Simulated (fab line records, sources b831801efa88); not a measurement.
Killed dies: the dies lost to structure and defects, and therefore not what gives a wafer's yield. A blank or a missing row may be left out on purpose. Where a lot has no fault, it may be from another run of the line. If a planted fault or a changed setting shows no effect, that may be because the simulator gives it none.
Matching of chambers :: flow sky130 :: 4 sister chambers for SKY_VIA4_ETCH_12 on rie-diel-04
The step etches SiO2 in C4F8/O2/Ar, stops on TiN, target depth 580 nm. 14 wafers are shown with their chamber, then 7 later ones without.

EACH WAFER AND ITS CHAMBER
wafer: L075.1
chamber: 1
oes-product-au (a.u.): 0.926
bias-w (W): 1202

wafer: L075.4
chamber: 0
oes-product-au (a.u.): 0.919
bias-w (W): 1202

wafer: L075.6
chamber: 3
oes-product-au (a.u.): 0.927
bias-w (W): 1202

wafer: L078.1
chamber: 0
oes-product-au (a.u.): 0.921
bias-w (W): 1197

wafer: L078.2
chamber: 2
oes-product-au (a.u.): 0.916
bias-w (W): 1197

wafer: L078.6
chamber: 2
oes-product-au (a.u.): 0.933
bias-w (W): 1196

wafer: L079.1
chamber: 0
oes-product-au (a.u.): 0.917
bias-w (W): 1199

wafer: L079.2
chamber: 1
oes-product-au (a.u.): 0.929
bias-w (W): 1200

wafer: L079.4
chamber: 2
oes-product-au (a.u.): 0.931
bias-w (W): 1196

wafer: L084.1
chamber: 1
oes-product-au (a.u.): 0.923
bias-w (W): 1199

wafer: L084.3
chamber: 2
oes-product-au (a.u.): 0.918
bias-w (W): 1203

wafer: L084.5
chamber: 3
oes-product-au (a.u.): 0.925
bias-w (W): 1196

wafer: L090.3
chamber: 3
oes-product-au (a.u.): 0.920
bias-w (W): 1204

wafer: L090.4
chamber: 2
oes-product-au (a.u.): 0.926
bias-w (W): 1207

SIGNATURES, as means of the wafers listed above
reading: oes-product-au
chamber 0: 0.91900
chamber 1: 0.92600
chamber 2: 0.92480
chamber 3: 0.92400
scatter within a chamber: 0.00532

reading: bias-w
chamber 0: 1199.33
chamber 1: 1200.33
chamber 2: 1199.80
chamber 3: 1200.67
scatter within a chamber: 3.88
Rule: for each reading, subtract the chamber's mean from the wafer's reading, divide by that reading's scatter and square the result; add these up over the readings and take the root, which gives the wafer's distance from the chamber. The wafer belongs to the nearest chamber; if the next one is less than 2 further off, it can't be placed. The scatter: take each reading less its chamber's mean, square it, sum over the shown wafers, divide by the number of wafers less the number of chambers, and take the root.

WAFERS MISSING THEIR CHAMBER
wafer: L090.6
oes-product-au (a.u.): 0.927
bias-w (W): 1198

wafer: L092.3
oes-product-au (a.u.): 0.922
bias-w (W): 1202

wafer: L092.4
oes-product-au (a.u.): 0.923
bias-w (W): 1196

wafer: L092.5
oes-product-au (a.u.): 0.923
bias-w (W): 1196

wafer: L093.3
oes-product-au (a.u.): 0.919
bias-w (W): 1201

wafer: L093.4
oes-product-au (a.u.): 0.923
bias-w (W): 1205

wafer: L093.6
oes-product-au (a.u.): 0.926
bias-w (W): 1198

CHAMBER TAKEN BY EACH
wafer: L090.6
from the rows above: can't be placed: 2 or 1 or 3 or 0
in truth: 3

wafer: L092.3
from the rows above: can't be placed: 3 or 2 or 1 or 0
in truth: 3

wafer: L092.4
from the rows above: can't be placed: 2 or 0 or 3 or 1
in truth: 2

wafer: L092.5
from the rows above: can't be placed: 2 or 0 or 3 or 1
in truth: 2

wafer: L093.3
from the rows above: can't be placed: 0 or 3 or 2 or 1
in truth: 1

wafer: L093.4
from the rows above: can't be placed: 3 or 1 or 2 or 0
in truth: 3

wafer: L093.6
from the rows above: can't be placed: 2 or 1 or 3 or 0
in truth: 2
Placed correctly: 0 of 7. Not placeable from these rows: 7 (in 7, the candidates include the true chamber). 0 placed wrongly.
